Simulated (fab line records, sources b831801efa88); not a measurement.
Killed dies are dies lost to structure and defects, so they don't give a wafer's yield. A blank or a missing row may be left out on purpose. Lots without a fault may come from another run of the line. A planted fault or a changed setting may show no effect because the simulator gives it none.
One fault seen from 2 desks | flow sky130 | each desk has only its own numbers; what lay behind them comes last

THE TOOL OWNER'S DESK: implanter-04
The tool's own readings at SKY_VT_ADJUST_LVTN_IMPLANT_19: means of the sampled wafers that have a number, for each lot that ran on this tool. A lot is out of limits, marked OUT, if its mean lies more than 4 standard deviations from the usual mean; the brackets give that distance.
Columns: A = beam_on_s at SKY_VT_ADJUST_LVTN_IMPLANT_19, usual 10.01 s; B = dose_ions_cm2 at SKY_VT_ADJUST_LVTN_IMPLANT_19, usual 6.501e+11; C = faraday_current_uA at SKY_VT_ADJUST_LVTN_IMPLANT_19, usual 3.66
lot  | first seen here | A               | B         | C
L499 | day 8 01:44     | 10.10           | 6.492e+11 | 3.64
L503 | day 9 00:11     | 10.02           | 6.498e+11 | 3.66
L510 | day 10 18:31    | 12.04 (+10) OUT | 6.506e+11 | 3.15 (-7.1) OUT
L521 | day 13 21:49    | 10.17           | 6.506e+11 | 3.61
This desk's finding: out of limits on L510; first on L510, day 10 18:31 (beam_on_s at SKY_VT_ADJUST_LVTN_IMPLANT_19). In limits: L499, L503, L521.

THE METROLOGY DESK
What the gauges read, lot by lot, whatever tool the lot ran on: means of the sampled wafers that have a number. A lot is out of limits, marked OUT, if its mean lies more than 4 standard deviations from the usual mean; the brackets give that distance.
Columns: A = DNWELL_TW at SKY_DNWELL_TW_MEAS_09, usual 1115; B = VT_ADJUST_HVTP_OVL at SKY_VT_ADJUST_HVTP_OVL_MEAS_08, usual 0.5 nm; C = VT_ADJUST_LVTN_OVL at SKY_VT_ADJUST_LVTN_OVL_MEAS_07, usual 0.8 nm; D = VT_ADJUST_LVTN_2_TW at SKY_VT_ADJUST_LVTN_TW_MEAS_21, usual 188.6
lot  | first seen here | A    | B    | C    | D
L499 | day 3 09:34     | 1105 | 1.8  | 1.4  | 188.9
L500 | day 3 17:31     | 1099 | 1.0  | 0.8  | 186.6
L503 | day 4 04:45     | 1114 | -0.9 | 0.3  | 188.0
L510 | day 5 16:25     | 1122 | 1.6  | 0.0  | 197.8 (+6.6) OUT
L511 | day 5 22:29     | 1115 | 0.4  | 2.1  | 188.9
L515 | day 6 19:47     | 1116 | -0.1 | 1.5  | 187.8
L517 | day 7 03:52     | 1120 | 1.6  | 0.1  | 188.8
L518 | day 7 09:56     | 1113 | 0.5  | -0.4 | 186.0
L519 | day 7 14:52     | 1125 | -0.5 | 0.2  | 191.6
L520 | day 7 23:08     | 1127 | 2.2  | 0.5  | 189.0
L521 | day 8 04:37     | 1107 | 0.7  | 0.3  | 190.8
L522 | day 8 08:35     | 1112 | 1.2  | -0.1 | 188.9
This desk's finding: out of limits on L510; first on L510, day 10 18:46 (VT_ADJUST_LVTN_2_TW at SKY_VT_ADJUST_LVTN_TW_MEAS_21). In limits: L499, L500, L503, L511, L515, L517, L518, L519, L520, L521, L522.

PUT TOGETHER
The tool owner's desk could have raised an alarm at day 10 18:31, on L510.
The metrology desk could have raised an alarm at day 10 18:46, on L510.
Of the lots named, all ran SKY_VT_ADJUST_LVTN_IMPLANT_19 on implanter-04.

WHAT THE SIMULATOR HAD PUT IN
Process parameter drift: implanter-04, from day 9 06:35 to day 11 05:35, at SKY_VT_ADJUST_LVTN_IMPLANT_19. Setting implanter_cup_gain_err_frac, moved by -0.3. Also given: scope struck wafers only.
Lots struck among those shown: L510.
Hours from the fault's start to each desk's first reading out of limits: the tool owner's desk, 36; the metrology desk, 36.
